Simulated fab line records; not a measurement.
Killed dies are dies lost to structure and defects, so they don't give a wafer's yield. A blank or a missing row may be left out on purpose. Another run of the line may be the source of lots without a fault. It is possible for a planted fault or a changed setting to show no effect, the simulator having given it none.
fab line records | flow sky130 | part 1 of 2: steps 1 to 26 of 36
record: lots: 5 | wafers: 15 | lastDay: 49
route steps=708 shown CONTACT@407 METAL1@434
lots untouched by any fault: they come from a run of this same line in which no faults occurred
startH: hours from the record's opening day to when the first of the lot's shown wafers began | waitH: how many hours have passed since the lot's step before this one | " the same as in the row above | L1.1+2: a single row standing in for several wafers | - either no value or no given start | * or withheld: withheld | < > ~ a bound
route shown NAME@n: NAME is a module with steps in the file, n the number in the route of the first one | usual: the fault-free wafers' mean and standard deviation | same: alike in all rows | chamber/n: place in a boat | sites: each site's reading | _std_site: how widely they spread, as a standard deviation | _edge_site: inner sites' mean taken away from outer sites' mean | radiusMm: how far each site lies from the wafer's centre | mask NAME#n: copy n | behind: the tool/chamber that last shaped the wafer | hold: why the lot was held/for how many hours/how that ended | device: the n, p or np transistor that did not switch | end of line: the route-end tests of the same wafers | step lacking rows: just its recipe | killed: at the first sort, the dies lost to defects and structure; wafer yield is something else | map: per-die view of a wafer (x killed, . not killed, _ where there is no die)
set.NAME: setting as actually run; set.NAME@STEP: the setting as run at that earlier step | model.NAME: the simulator's own value behind a step, which no gauge read
lots seen at some steps along the route; tables by step, rows by wafer
services: from which hour (startH, from the record's first day; less than 0 if before it) a tool's chamber was out of use, for how many hours, and why
== steps ==
step: SKY_CONTACT_THK_MEAS_01
recipe: reads: Si3N4_of_CONTACT_CVD_00
usual: CONTACT_CVD_00_THK: 74.9/1.2
lot.wafer | tool         | chamber | startH | waitH | CONTACT_CVD_00_THK[nm]
L075.2    | filmMetro-03 | -       | 714.06 | -     | 74.0
L075.4    | "            | -       | "      | "     | 74.4
L075.6    | "            | -       | "      | "     | 73.8
L077.3    | filmMetro-03 | -       | 728.54 | -     | 74.4
L077.5    | "            | -       | "      | "     | 75.7
L077.6    | "            | -       | "      | "     | 75.8
L081.4    | filmMetro-02 | -       | 760.84 | -     | 76.1
L081.5    | "            | -       | "      | "     | 76.4
L081.6    | "            | -       | "      | "     | 77.0
L082.3    | filmMetro-02 | -       | 770.65 | -     | 72.6
L082.5    | "            | -       | "      | "     | 74.2
L082.6    | "            | -       | "      | "     | 76.5
L090.1    | filmMetro-02 | -       | 839.21 | -     | 75.2
L090.2    | "            | -       | "      | "     | 74.0
L090.4    | "            | -       | "      | "     | 77.0
step: SKY_CONTACT_HDPCVD_02
recipe: material: SiO2 | targetThkNm: 565 | sigmaOpenFrac: 0.3 | timeS: 94.2 | tempC: 600 | sih4FlowSccm: 60 | pressureMtorr: 6
lot.wafer  | tool      | chamber | startH | waitH
L075.2+4+6 | hdpcvd-02 | 1,0,2   | 714.11 | 0.0
L077.3+5+6 | hdpcvd-01 | 2,2,0   | 728.62 | 0.1
L081.4+5+6 | hdpcvd-02 | 0,2,1   | 760.90 | 0.1
L082.3+5+6 | hdpcvd-01 | 0,0,2   | 770.73 | 0.1
L090.1+2+4 | hdpcvd-02 | 1,0,2   | 839.27 | 0.1
step: SKY_CONTACT_THK_MEAS_03
recipe: reads: SiO2_of_CONTACT_HDPCVD_02
usual: CONTACT_HDPCVD_THK: 565/8.2
lot.wafer | tool         | chamber | startH | waitH | CONTACT_HDPCVD_THK[nm]
L075.2    | filmMetro-02 | -       | 714.19 | 0.0   | 580
L075.4    | "            | -       | "      | "     | 563
L075.6    | "            | -       | "      | "     | 578
L077.3    | filmMetro-02 | -       | 728.71 | 0.1   | 571
L077.5    | "            | -       | "      | "     | 569
L077.6    | "            | -       | "      | "     | 570
L081.4    | filmMetro-02 | -       | 760.97 | 0.0   | 549
L081.5    | "            | -       | "      | "     | 563
L081.6    | "            | -       | "      | "     | 574
L082.3    | filmMetro-03 | -       | 770.82 | 0.1   | 570
L082.5    | "            | -       | "      | "     | 573
L082.6    | "            | -       | "      | "     | 571
L090.1    | filmMetro-03 | -       | 839.34 | 0.0   | 563
L090.2    | "            | -       | "      | "     | 553
L090.4    | "            | -       | "      | "     | 569
step: SKY_CONTACT_CMP_04
recipe: material: SiO2 | downForcePsi: 4 | platenRpm: 60 | padVelocityMS: 0.94248
usual: motorCurrentA: 12.2/1.6 | retainingRingPressureFrac: 1.000/0.0046 | timeToEndpointS: 81/4.5
lot.wafer | tool   | chamber | startH | waitH | motorCurrentA | retainingRingPressureFrac | timeToEndpointS
L075.4    | cmp-01 | 0       | 714.37 | 0.2   | 10.9          | 1.003                     | 84
L075.2    | "      | 1       | "      | "     | 14.6          | 1.006                     | 87
L075.6    | "      | 3       | "      | "     | 11.8          | 0.994                     | 84
L077.3    | cmp-01 | 0       | 728.80 | 0.1   | 11.8          | 1.007                     | 86
L077.6    | "      | 3       | "      | "     | 11.9          | 0.991                     | 84
L077.5    | "      | 0       | "      | "     | 11.1          | 1.003                     | 89
L081.4    | cmp-01 | 2       | 761.10 | 0.1   | 10.5          | 0.995                     | 71
L081.5    | "      | 0       | "      | "     | 11.9          | 1.012                     | 80
L081.6    | "      | 1       | "      | "     | 14.9          | 0.996                     | 87
L082.3    | cmp-02 | 0       | 771.21 | 0.4   | 13.8          | 1.008                     | 81
L082.5    | "      | 2       | "      | "     | 11.2          | 1.003                     | 84
L082.6    | "      | 3       | "      | "     | 10.7          | 0.996                     | 75
L090.1    | cmp-02 | 0       | 839.40 | 0.1   | 13.9          | 0.994                     | 77
L090.2    | "      | 1       | "      | "     | 12.8          | 0.998                     | 78
L090.4    | "      | 3       | "      | "     | 10.8          | 0.988                     | 76
step: SKY_CONTACT_BOW_MEAS_05
recipe: mode: bow
usual: CONTACT_BOW: 82/7.6
lot.wafer | tool         | chamber | startH | waitH | CONTACT_BOW[um]
L075.2    | filmMetro-03 | -       | 714.59 | 0.1   | 82
L075.4    | "            | -       | "      | "     | 80
L075.6    | "            | -       | "      | "     | 76
L077.3    | filmMetro-03 | -       | 729.09 | 0.2   | 90
L077.5    | "            | -       | "      | "     | 86
L077.6    | "            | -       | "      | "     | 81
L081.4    | filmMetro-03 | -       | 761.36 | 0.2   | 90
L081.5    | "            | -       | "      | "     | 87
L081.6    | "            | -       | "      | "     | 96
L082.3    | filmMetro-03 | -       | 771.45 | 0.2   | 86
L082.5    | "            | -       | "      | "     | 84
L082.6    | "            | -       | "      | "     | 69
L090.1    | filmMetro-01 | -       | 839.70 | 0.2   | 72
L090.2    | "            | -       | "      | "     | 71
L090.4    | "            | -       | "      | "     | 84
step: SKY_CONTACT_DEHYDRATE_06
recipe: tempC: 200 | timeS: 60
usual: exhaustPa: 44.9/1
lot.wafer | tool          | chamber | startH | waitH | exhaustPa
L075.2    | lithoTrack-02 | 0       | 727.68 | 13.1  | 45.5
L075.4    | "             | 0       | "      | "     | 44.1
L075.6    | "             | 0       | "      | "     | 46.0
L077.3    | lithoTrack-03 | 0       | 742.59 | 13.5  | 43.0
L077.5    | "             | 0       | "      | "     | 44.2
L077.6    | "             | 0       | "      | "     | 45.7
L081.4    | lithoTrack-04 | 0       | 774.46 | 13.1  | 45.0
L081.5    | "             | 0       | "      | "     | 44.9
L081.6    | "             | 0       | "      | "     | 46.3
L082.3    | lithoTrack-03 | 0       | 783.44 | 12.0  | 43.7
L082.5    | "             | 0       | "      | "     | 46.3
L082.6    | "             | 0       | "      | "     | 45.9
L090.1    | lithoTrack-03 | 0       | 848.84 | 9.1   | 46.1
L090.2    | "             | 0       | "      | "     | 45.8
L090.4    | "             | 0       | "      | "     | 46.2
step: SKY_CONTACT_HMDS_07
recipe: primeTimeS: 60 | primeTempC: 120
usual: exhaustPa: 45.0/0.97
same: primeTimeS: 60
lot.wafer | tool          | chamber | startH | waitH | exhaustPa
L075.2    | lithoTrack-02 | 0       | 727.83 | 0.1   | 45.5
L075.4    | "             | 0       | "      | "     | 45.3
L075.6    | "             | 0       | "      | "     | 45.5
L077.3    | lithoTrack-03 | 0       | 742.74 | 0.1   | 43.1
L077.5    | "             | 0       | "      | "     | 43.7
L077.6    | "             | 0       | "      | "     | 44.0
L081.4    | lithoTrack-04 | 0       | 774.61 | 0.1   | 45.3
L081.5    | "             | 0       | "      | "     | 46.9
L081.6    | "             | 0       | "      | "     | 44.9
L082.3    | lithoTrack-03 | 0       | 783.59 | 0.1   | 45.8
L082.5    | "             | 0       | "      | "     | 45.0
L082.6    | "             | 0       | "      | "     | 45.1
L090.1    | lithoTrack-03 | 0       | 848.99 | 0.1   | 45.5
L090.2    | "             | 0       | "      | "     | 45.2
L090.4    | "             | 0       | "      | "     | 45.1
step: SKY_CONTACT_COAT_08
recipe: resist: BARC | tempC: withheld | timeS: withheld | spinRpm: 3000 | resistThkNm: 60
usual: exhaustPa: 45.1/0.91
lot.wafer | tool          | chamber | startH | waitH | exhaustPa
L075.2    | lithoTrack-02 | 0       | 727.98 | 0.1   | 44.6
L075.4    | "             | 0       | "      | "     | 44.3
L075.6    | "             | 0       | "      | "     | 44.2
L077.3    | lithoTrack-03 | 0       | 742.89 | 0.1   | 45.2
L077.5    | "             | 0       | "      | "     | 42.8
L077.6    | "             | 0       | "      | "     | 44.7
L081.4    | lithoTrack-04 | 0       | 774.76 | 0.1   | 44.4
L081.5    | "             | 0       | "      | "     | 45.2
L081.6    | "             | 0       | "      | "     | 44.1
L082.3    | lithoTrack-03 | 0       | 783.74 | 0.1   | 43.8
L082.5    | "             | 0       | "      | "     | 43.4
L082.6    | "             | 0       | "      | "     | 44.8
L090.1    | lithoTrack-03 | 0       | 849.14 | 0.1   | 45.9
L090.2    | "             | 0       | "      | "     | 44.9
L090.4    | "             | 0       | "      | "     | 46.3
step: SKY_CONTACT_COAT_09
recipe: resist: KrF-thick | spinRpm: 3000 | resistThkNm: 441.6
usual: exhaustPa: 44.8/0.92
lot.wafer | tool          | chamber | startH | waitH | exhaustPa
L075.2    | lithoTrack-02 | 0       | -      | -     | 45.5
L075.4    | "             | 0       | "      | "     | 45.0
L075.6    | "             | 0       | "      | "     | 45.3
L077.3    | lithoTrack-03 | 0       | -      | -     | 45.7
L077.5    | "             | 0       | "      | "     | 45.0
L077.6    | "             | 0       | "      | "     | 44.2
L081.4    | lithoTrack-04 | 0       | -      | -     | 44.4
L081.5    | "             | 0       | "      | "     | 44.2
L081.6    | "             | 0       | "      | "     | 43.9
L082.3    | lithoTrack-03 | 0       | -      | -     | 44.9
L082.5    | "             | 0       | "      | "     | 43.4
L082.6    | "             | 0       | "      | "     | 44.2
L090.1    | lithoTrack-03 | 0       | -      | -     | 45.2
L090.2    | "             | 0       | "      | "     | 46.0
L090.4    | "             | 0       | "      | "     | 45.1
step: SKY_CONTACT_SOFTBAKE_10
recipe: tempC: 100.4 | timeS: 90 | resist: KrF-thick
usual: exhaustPa: 44.9/0.85
lot.wafer | tool          | chamber | startH | waitH | exhaustPa
L075.2    | lithoTrack-02 | 0       | -      | -     | 45.6
L075.4    | "             | 0       | "      | "     | 42.9
L075.6    | "             | 0       | "      | "     | 43.5
L077.3    | lithoTrack-03 | 0       | -      | -     | 44.1
L077.5    | "             | 0       | "      | "     | 45.0
L077.6    | "             | 0       | "      | "     | 44.8
L081.4    | lithoTrack-04 | 0       | -      | -     | 43.7
L081.5    | "             | 0       | "      | "     | 45.4
L081.6    | "             | 0       | "      | "     | 45.9
L082.3    | lithoTrack-03 | 0       | -      | -     | 45.9
L082.5    | "             | 0       | "      | "     | 44.6
L082.6    | "             | 0       | "      | "     | 44.3
L090.1    | lithoTrack-03 | 0       | -      | -     | 45.2
L090.2    | "             | 0       | "      | "     | 45.1
L090.4    | "             | 0       | "      | "     | 44.0
step: SKY_CONTACT_EXPOSE_11
recipe: maskId: CTM1 | na: 0.8 | sourceShape: annular | sigmaInner: 0.55 | sigmaOuter: 0.85 | targetCdNm: 170 | doseMj: 38
lot.wafer  | tool          | chamber | startH | waitH | mask
L075.2+4+6 | krfScanner-02 | 0       | -      | -     | CTM1#0
L077.3+5+6 | krfScanner-01 | 0       | -      | -     | CTM1#0
L081.4+5+6 | krfScanner-01 | 0       | -      | -     | CTM1#0
L082.3+5+6 | krfScanner-02 | 0       | -      | -     | CTM1#0
L090.1+2+4 | krfScanner-01 | 0       | -      | -     | CTM1#0
step: SKY_CONTACT_PEB_12
recipe: pebTempC: withheld | pebTimeS: withheld | resist: KrF-thick
usual: exhaustPa: 44.9/1
lot.wafer | tool          | chamber | startH | waitH | exhaustPa
L075.2    | lithoTrack-02 | 0       | -      | -     | 44.4
L075.4    | "             | 0       | "      | "     | 42.8
L075.6    | "             | 0       | "      | "     | 43.9
L077.3    | lithoTrack-02 | 0       | -      | -     | 42.9
L077.5    | "             | 0       | "      | "     | 45.2
L077.6    | "             | 0       | "      | "     | 44.8
L081.4    | lithoTrack-04 | 0       | -      | -     | 45.9
L081.5    | "             | 0       | "      | "     | 47.2
L081.6    | "             | 0       | "      | "     | 45.5
L082.3    | lithoTrack-03 | 0       | -      | -     | 45.1
L082.5    | "             | 0       | "      | "     | 44.9
L082.6    | "             | 0       | "      | "     | 46.1
L090.1    | lithoTrack-04 | 0       | -      | -     | 44.4
L090.2    | "             | 0       | "      | "     | 44.2
L090.4    | "             | 0       | "      | "     | 43.2
step: SKY_CONTACT_DEVELOP_13
recipe: developTimeS: 60 | resist: KrF-thick | devTempC: 21
usual: exhaustPa: 45.0/1
lot.wafer | tool          | chamber | startH | waitH | exhaustPa
L075.2    | lithoTrack-02 | 0       | -      | -     | 45.3
L075.4    | "             | 0       | "      | "     | 45.9
L075.6    | "             | 0       | "      | "     | 44.4
L077.3    | lithoTrack-02 | 0       | -      | -     | 44.7
L077.5    | "             | 0       | "      | "     | 44.5
L077.6    | "             | 0       | "      | "     | 44.5
L081.4    | lithoTrack-04 | 0       | -      | -     | 44.0
L081.5    | "             | 0       | "      | "     | 45.0
L081.6    | "             | 0       | "      | "     | 45.4
L082.3    | lithoTrack-03 | 0       | -      | -     | 43.5
L082.5    | "             | 0       | "      | "     | 44.3
L082.6    | "             | 0       | "      | "     | 45.5
L090.1    | lithoTrack-04 | 0       | -      | -     | 44.3
L090.2    | "             | 0       | "      | "     | 43.5
L090.4    | "             | 0       | "      | "     | 43.8
step: SKY_CONTACT_CD_MEAS_14
recipe: targetCdNm: 170
usual: cdNm: 170.3/1.2
lot.wafer | tool     | chamber | startH | waitH | cdNm
L075.2    | cdSem-01 | -       | 742.03 | -     | 171.4
L075.4    | "        | -       | "      | "     | 171.0
L075.6    | "        | -       | "      | "     | 170.2
L077.3    | cdSem-01 | -       | 756.60 | -     | 169.9
L077.5    | "        | -       | "      | "     | 168.5
L077.6    | "        | -       | "      | "     | 167.5
L081.4    | cdSem-02 | -       | 788.80 | -     | 172.3
L081.5    | "        | -       | "      | "     | 171.0
L081.6    | "        | -       | "      | "     | 171.3
L082.3    | cdSem-02 | -       | 796.98 | -     | 171.4
L082.5    | "        | -       | "      | "     | 169.9
L082.6    | "        | -       | "      | "     | 170.1
L090.1    | cdSem-01 | -       | 862.54 | -     | 170.1
L090.2    | "        | -       | "      | "     | 169.3
L090.4    | "        | -       | "      | "     | 171.5
step: SKY_CONTACT_OVL_MEAS_15
usual: CONTACT_OVL: 0/5.6
lot.wafer | tool       | chamber | startH | waitH | CONTACT_OVL[nm]
L075.2    | overlay-01 | -       | 742.13 | 0.1   | 1
L075.4    | "          | -       | "      | "     | -5
L075.6    | "          | -       | "      | "     | -5
L077.3    | overlay-02 | -       | 756.69 | 0.1   | 3
L077.5    | "          | -       | "      | "     | 1
L077.6    | "          | -       | "      | "     | -3
L081.4    | overlay-02 | -       | 788.87 | 0.1   | 0
L081.5    | "          | -       | "      | "     | -7
L081.6    | "          | -       | "      | "     | -3
L082.3    | overlay-02 | -       | 797.07 | 0.1   | -4
L082.5    | "          | -       | "      | "     | -3
L082.6    | "          | -       | "      | "     | 4
L090.1    | overlay-02 | -       | 862.66 | 0.1   | -7
L090.2    | "          | -       | "      | "     | -7
L090.4    | "          | -       | "      | "     | -6
step: SKY_CONTACT_ETCH_16
recipe: chemistry: N2/H2 | target: BARC | ionEnergyEv: 200 | sourceW: 500 | biasW: 100 | pressureMtorr: 30 | n2FlowSccm: 100 | h2FlowSccm: 200 | stopOn: SiO2 | timeS: 45.9 | targetDepthA: 600
usual: drypumpMotorCurrentA: 5.9/0.44 | oesProductAu: 0.854/0.0045 | throttleValvePct: 13.226/0.0095
lot.wafer | tool       | chamber | startH | waitH | drypumpMotorCurrentA | oesProductAu | rfHoursCounterH | throttleValvePct
L075.2    | rieDiel-01 | 1       | 742.16 | 0.0   | 5.4                  | 0.853        | 11              | 13.237
L075.4    | "          | 3       | "      | "     | 6.5                  | 0.850        | 4               | 13.225
L075.6    | "          | 2       | "      | "     | 6.3                  | 0.851        | -               | 13.197
L077.3    | rieDiel-01 | 2       | 756.71 | 0.0   | 6.3                  | 0.848        | 10              | 13.220
L077.5    | "          | 0       | "      | "     | 5.6                  | 0.862        | -               | 13.218
L077.6    | "          | 1       | "      | "     | 5.4                  | 0.851        | -               | 13.228
L081.4    | rieDiel-02 | 3       | 788.91 | 0.0   | 4.9                  | 0.849        | -               | 13.227
L081.5    | "          | 0       | "      | "     | 5.6                  | 0.854        | -               | 13.229
L081.6    | "          | 1       | "      | "     | 5.9                  | 0.852        | -               | 13.238
L082.3    | rieDiel-01 | 2       | 797.09 | 0.0   | 6.3                  | 0.863        | 11              | 13.227
L082.5    | "          | 1       | "      | "     | 5.4                  | 0.863        | -               | 13.226
L082.6    | "          | 2       | "      | "     | 6.4                  | 0.849        | -               | 13.232
L090.1    | rieDiel-01 | 2       | 862.69 | 0.0   | 6.3                  | 0.856        | 13              | 13.212
L090.2    | "          | 0       | "      | "     | 5.6                  | 0.857        | 13              | 13.224
L090.4    | "          | 3       | "      | "     | 6.5                  | 0.851        | 8               | 13.228
step: SKY_CONTACT_ETCH_17
recipe: target: SiO2 | chemistry: C4F8/O2/Ar | stopOn: Si3N4 | maskMaterial: KrF-thick | sourceW: 1500 | biasW: 1200 | pressureMtorr: 40 | c4f8FlowSccm: withheld | O2_flow_sccm: 6 | Ar_flow_sccm: 300 | timeS: withheld | targetDepthA: 3400
usual: oesProductAu: 0.892/0.005
lot.wafer | tool       | chamber | startH | waitH | oesProductAu
L075.2    | rieDiel-01 | 1       | 742.21 | 0.0   | 0.891
L075.4    | "          | 3       | "      | "     | 0.896
L075.6    | "          | 2       | "      | "     | 0.900
L077.3    | rieDiel-01 | 2       | 756.76 | 0.0   | 0.886
L077.5    | "          | 0       | "      | "     | 0.897
L077.6    | "          | 1       | "      | "     | 0.890
L081.4    | rieDiel-02 | 3       | 788.96 | 0.0   | 0.890
L081.5    | "          | 0       | "      | "     | 0.897
L081.6    | "          | 1       | "      | "     | 0.885
L082.3    | rieDiel-01 | 2       | 797.14 | 0.0   | 0.890
L082.5    | "          | 1       | "      | "     | 0.886
L082.6    | "          | 2       | "      | "     | 0.898
L090.1    | rieDiel-01 | 2       | 862.73 | 0.0   | 0.887
L090.2    | "          | 0       | "      | "     | 0.896
L090.4    | "          | 3       | "      | "     | 0.893
step: SKY_CONTACT_ETCH_18
recipe: target: Si3N4 | chemistry: CHF3/O2 | stopOn: TiN | sourceW: 600 | biasW: 200 | pressureMtorr: 40 | chf3FlowSccm: 50 | O2_flow_sccm: 5 | timeS: 39 | targetDepthA: 750
usual: drypumpMotorCurrentA: 5.9/0.44 | oesProductAu: 0.853/0.0089 | throttleValvePct: 8.792/0.009
lot.wafer | tool       | chamber | startH | waitH | drypumpMotorCurrentA | oesProductAu | rfHoursCounterH | throttleValvePct
L075.2    | rieDiel-01 | 1       | -      | -     | 5.4                  | 0.850        | 11              | 8.789
L075.4    | "          | 3       | "      | "     | 6.5                  | 0.850        | 4               | 8.792
L075.6    | "          | 2       | "      | "     | 6.3                  | 0.847        | -               | 8.787
L077.3    | rieDiel-01 | 2       | -      | -     | 6.3                  | 0.849        | 10              | 8.781
L077.5    | "          | 0       | "      | "     | 5.6                  | 0.861        | -               | 8.805
L077.6    | "          | 1       | "      | "     | 5.4                  | 0.859        | -               | 8.806
L081.4    | rieDiel-02 | 3       | -      | -     | 4.9                  | 0.866        | -               | 8.797
L081.5    | "          | 0       | "      | "     | 5.6                  | 0.853        | -               | 8.796
L081.6    | "          | 1       | "      | "     | 5.9                  | 0.862        | -               | 8.799
L082.3    | rieDiel-01 | 2       | -      | -     | 6.3                  | 0.839        | 11              | 8.801
L082.5    | "          | 1       | "      | "     | 5.4                  | 0.847        | -               | 8.790
L082.6    | "          | 2       | "      | "     | 6.4                  | 0.866        | -               | 8.797
L090.1    | rieDiel-01 | 2       | -      | -     | 6.3                  | 0.855        | 13              | 8.799
L090.2    | "          | 0       | "      | "     | 5.7                  | 0.846        | 13              | 8.788
L090.4    | "          | 3       | "      | "     | 6.5                  | 0.867        | 8               | 8.791
step: SKY_CONTACT_STRIP_19
recipe: chemistry: O2/N2 | powerW: 1400 | pressureMtorr: 1500 | platenTempC: withheld | o2FlowSccm: 3000 | n2FlowSccm: 300 | overashFraction: 0.5
usual: drypumpMotorCurrentA: 5.9/0.54 | oesProductAu: 0.378/0.0051 | stripTimeToEndpointS: 3.54/0.045
lot.wafer | tool           | chamber | startH | waitH | drypumpMotorCurrentA | oesProductAu | rfHoursCounterH | stripTimeToEndpointS
L075.2    | plasmaAsher-04 | 0       | 742.30 | -     | 6.6                  | 0.373        | 61              | 3.51
L075.4    | "              | 1       | "      | "     | 5.8                  | 0.376        | -               | 3.51
L075.6    | "              | 1       | "      | "     | 5.8                  | 0.374        | -               | 3.47
L077.3    | plasmaAsher-03 | 1       | 756.88 | -     | 5.4                  | 0.372        | -               | 3.50
L077.5    | "              | 0       | "      | "     | 5.5                  | 0.380        | -               | 3.57
L077.6    | "              | 1       | "      | "     | 5.4                  | 0.374        | -               | 3.53
L081.4    | plasmaAsher-02 | 1       | 789.06 | -     | 6.1                  | 0.378        | -               | 3.54
L081.5    | "              | 0       | "      | "     | 5.0                  | 0.381        | -               | 3.49
L081.6    | "              | 1       | "      | "     | 6.2                  | 0.375        | -               | 3.52
L082.3    | plasmaAsher-02 | 0       | 797.26 | -     | 5.0                  | 0.375        | -               | 3.49
L082.5    | "              | 0       | "      | "     | 5.0                  | 0.384        | -               | 3.52
L082.6    | "              | 1       | "      | "     | 6.1                  | 0.380        | -               | 3.50
L090.1    | plasmaAsher-04 | 0       | 862.82 | -     | 6.6                  | 0.381        | 73              | 3.47
L090.2    | "              | 1       | "      | "     | 5.8                  | 0.376        | 73              | 3.53
L090.4    | "              | 1       | "      | "     | 5.9                  | 0.371        | -               | 3.50
step: SKY_CONTACT_STRIP_20
recipe: chemistry: postEtchResidueRemover | timeS: 1200 | tempC: 72.5
lot.wafer  | tool        | chamber | startH | waitH
L075.2+4+6 | wetBench-03 | 2       | 742.40 | 0.1
L077.3+5+6 | wetBench-04 | 2       | 756.95 | 0.0
L081.4+5+6 | wetBench-04 | 2       | 789.12 | 0.0
L082.3+5+6 | wetBench-01 | 1       | 797.33 | 0.0
L090.1+2+4 | wetBench-04 | 1       | 862.92 | 0.1
step: SKY_CONTACT_CLEAN_21
recipe: chemistry: IPA | timeS: 180 | tempC: 25
lot.wafer  | tool        | chamber | startH | waitH
L075.2+4+6 | wetBench-04 | 1       | 742.74 | 0.0
L077.3+5+6 | wetBench-03 | 0       | 757.32 | 0.0
L081.4+5+6 | wetBench-01 | 1       | 789.47 | 0.0
L082.3+5+6 | wetBench-03 | 3       | 797.67 | 0.0
L090.1+2+4 | wetBench-01 | 1       | 863.30 | 0.0
step: SKY_CONTACT_CLEAN_22
recipe: chemistry: O3/DIW | dry: n2Spin
lot.wafer  | tool        | chamber | startH | waitH
L075.2+4+6 | wetBench-01 | 2       | 742.81 | 0.0
L077.3+5+6 | wetBench-01 | 3       | 757.38 | 0.0
L081.4+5+6 | wetBench-04 | 0       | 789.52 | 0.0
L082.3+5+6 | wetBench-01 | 1       | 797.73 | 0.0
L090.1+2+4 | wetBench-04 | 3       | 863.36 | 0.0
step: SKY_CONTACT_SPUTTER_23
recipe: material: TiN | targetThkNm: 20 | chamberPressurePa: 5 | powerW: 4000 | timeS: 80
usual: throttleValvePct: 30.2/0.78
lot.wafer | tool          | chamber | startH | waitH | throttleValvePct
L075.2    | pvdSputter-03 | -       | 742.99 | 0.0   | 30.1
L075.4    | "             | -       | "      | "     | 30.3
L075.6    | "             | -       | "      | "     | 30.0
L077.3    | pvdSputter-03 | -       | 757.47 | 0.0   | 30.7
L077.5    | "             | -       | "      | "     | 29.8
L077.6    | "             | -       | "      | "     | 30.5
L081.4    | pvdSputter-03 | -       | 789.62 | 0.0   | 30.4
L081.5    | "             | -       | "      | "     | 30.4
L081.6    | "             | -       | "      | "     | 30.3
L082.3    | pvdSputter-04 | -       | 797.82 | 0.0   | 30.1
L082.5    | "             | -       | "      | "     | 31.6
L082.6    | "             | -       | "      | "     | 29.9
L090.1    | pvdSputter-03 | -       | 863.46 | 0.0   | 30.3
L090.2    | "             | -       | "      | "     | 30.7
L090.4    | "             | -       | "      | "     | 30.6
step: SKY_CONTACT_CVD_24
recipe: material: W | targetThkNm: 340 | timeS: 102.12 | tempC: 400 | pressureTorr: 40
usual: heaterPowerW: 961/62
lot.wafer | tool    | chamber | startH | waitH | heaterPowerW
L075.2    | cvdW-01 | 1       | 743.05 | 0.0   | 854
L075.4    | "       | 1       | "      | "     | 891
L075.6    | "       | 0       | "      | "     | 976
L077.3    | cvdW-02 | 0       | 757.57 | 0.1   | 988
L077.5    | "       | 1       | "      | "     | 1020
L077.6    | "       | 0       | "      | "     | 1028
L081.4    | cvdW-01 | 0       | 789.71 | 0.1   | 974
L081.5    | "       | 1       | "      | "     | 847
L081.6    | "       | 0       | "      | "     | 933
L082.3    | cvdW-01 | 1       | 797.92 | 0.1   | 877
L082.5    | "       | 1       | "      | "     | 883
L082.6    | "       | 0       | "      | "     | 940
L090.1    | cvdW-01 | 0       | 863.52 | 0.0   | 978
L090.2    | "       | 1       | "      | "     | 864
L090.4    | "       | 1       | "      | "     | 863
step: SKY_CONTACT_RS_MEAS_25
recipe: thkMeasGauge: four-point-probe | reads: W_of_CONTACT_CVD_24+TiN_of_CONTACT_SPUTTER_23
usual: CONTACT_W_RS: 0.337/0.0047
lot.wafer | tool         | chamber | startH | waitH | CONTACT_W_RS[ohm/sq]
L075.2    | filmMetro-01 | -       | 743.18 | 0.1   | 0.334
L075.4    | "            | -       | "      | "     | 0.332
L075.6    | "            | -       | "      | "     | 0.339
L077.3    | filmMetro-03 | -       | 757.68 | 0.1   | 0.335
L077.5    | "            | -       | "      | "     | 0.339
L077.6    | "            | -       | "      | "     | 0.343
L081.4    | filmMetro-01 | -       | 789.85 | 0.1   | 0.347
L081.5    | "            | -       | "      | "     | 0.341
L081.6    | "            | -       | "      | "     | 0.348
L082.3    | filmMetro-03 | -       | 798.03 | 0.1   | 0.334
L082.5    | "            | -       | "      | "     | 0.334
L082.6    | "            | -       | "      | "     | 0.343
L090.1    | filmMetro-02 | -       | 863.63 | 0.1   | 0.341
L090.2    | "            | -       | "      | "     | 0.336
L090.4    | "            | -       | "      | "     | 0.331
step: SKY_CONTACT_THK_MEAS_26
recipe: thkMeasGauge: xrf | reads: W_of_CONTACT_CVD_24
usual: CONTACT_W_THK: 345/6.2
lot.wafer | tool         | chamber | startH | waitH | CONTACT_W_THK[nm]
L075.2    | filmMetro-01 | -       | 743.29 | 0.1   | 346
L075.4    | "            | -       | "      | "     | 349
L075.6    | "            | -       | "      | "     | 341
L077.3    | filmMetro-03 | -       | 757.78 | 0.1   | 352
L077.5    | "            | -       | "      | "     | 346
L077.6    | "            | -       | "      | "     | 342
L081.4    | filmMetro-01 | -       | 789.94 | 0.1   | 330
L081.5    | "            | -       | "      | "     | 335
L081.6    | "            | -       | "      | "     | 330
L082.3    | filmMetro-03 | -       | 798.13 | 0.1   | 352
L082.5    | "            | -       | "      | "     | 353
L082.6    | "            | -       | "      | "     | 343
L090.1    | filmMetro-02 | -       | 863.75 | 0.1   | 336
L090.2    | "            | -       | "      | "     | 345
L090.4    | "            | -       | "      | "     | 350
